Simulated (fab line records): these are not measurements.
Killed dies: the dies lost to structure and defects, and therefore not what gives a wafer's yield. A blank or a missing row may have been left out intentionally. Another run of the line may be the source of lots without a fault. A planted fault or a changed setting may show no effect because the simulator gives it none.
2 desks looking at one fault    flow sfq line    every desk sees just its own numbers, and what lay behind them comes last

== THE TOOL OWNER'S DESK: krf scanner-02 ==
The tool's own readings at SFQ_TRILAYER_M5_LITHO_EXPOSE_124 (exposes mask M5, target cd 700 nm): means of the sampled wafers that have a number, for each lot that ran on this tool. If a lot's mean is further than 4 standard deviations from the usual mean, the lot is out of limits and carries the mark OUT (the distance appears in the brackets).
Columns: A = exposure dose mJ cm2 at SFQ_TRILAYER_M5_LITHO_EXPOSE_124, usual 14.398
lot   first seen here  A
L351  day 52 22:11     15.125 (+45) OUT
L354  day 56 08:14     15.119 (+45) OUT
Finding of this desk: L351, L354 out of limits; the first was L351 at day 52 22:11, on exposure dose mJ cm2 at SFQ_TRILAYER_M5_LITHO_EXPOSE_124. In limits: none.

== AT THE METROLOGY DESK ==
What the gauges read, lot by lot, whatever tool the lot ran on: means of the sampled wafers that have a number. If a lot's mean is further than 4 standard deviations from the usual mean, the lot is out of limits and carries the mark OUT (the distance appears in the brackets).
Columns: A = J5_OVL at SFQ_JJ_OVL_MEAS_931, usual 1 nm; B = M5_OVL at SFQ_M5_OVL_MEAS_932, usual -1 nm
lot   first seen here  A   B
L336  day 40 00:40     -9  -8
L348  day 46 14:23     0   5
L351  day 48 07:45     -1  0
L354  day 51 01:53     9   -0
L357  day 52 12:26     -3  -1
L358  day 53 04:25     -4  -5
Finding of this desk: none of the 6 lots has anything out of limits.

== ALL TOGETHER ==
The tool owner's desk had the chance to raise an alarm at day 52 22:11 on L351, L354.
Metrology desk: nothing out of limits seen.
The metrology desk holds a record of L351, L354, inside its limits.
Every lot named ran SFQ_TRILAYER_M5_LITHO_EXPOSE_124 on krf scanner-02.

== WHAT HAD BEEN PUT IN BY THE SIMULATOR ==
Process parameter drift: krf scanner-02, from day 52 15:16 on, at SFQ_TRILAYER_M5_LITHO_EXPOSE_124. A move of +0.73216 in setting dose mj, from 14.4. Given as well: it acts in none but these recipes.
Lots struck among those shown: L351, L354.
Each desk's first reading out of limits, in hours after the fault started: the tool owner's desk, 7.
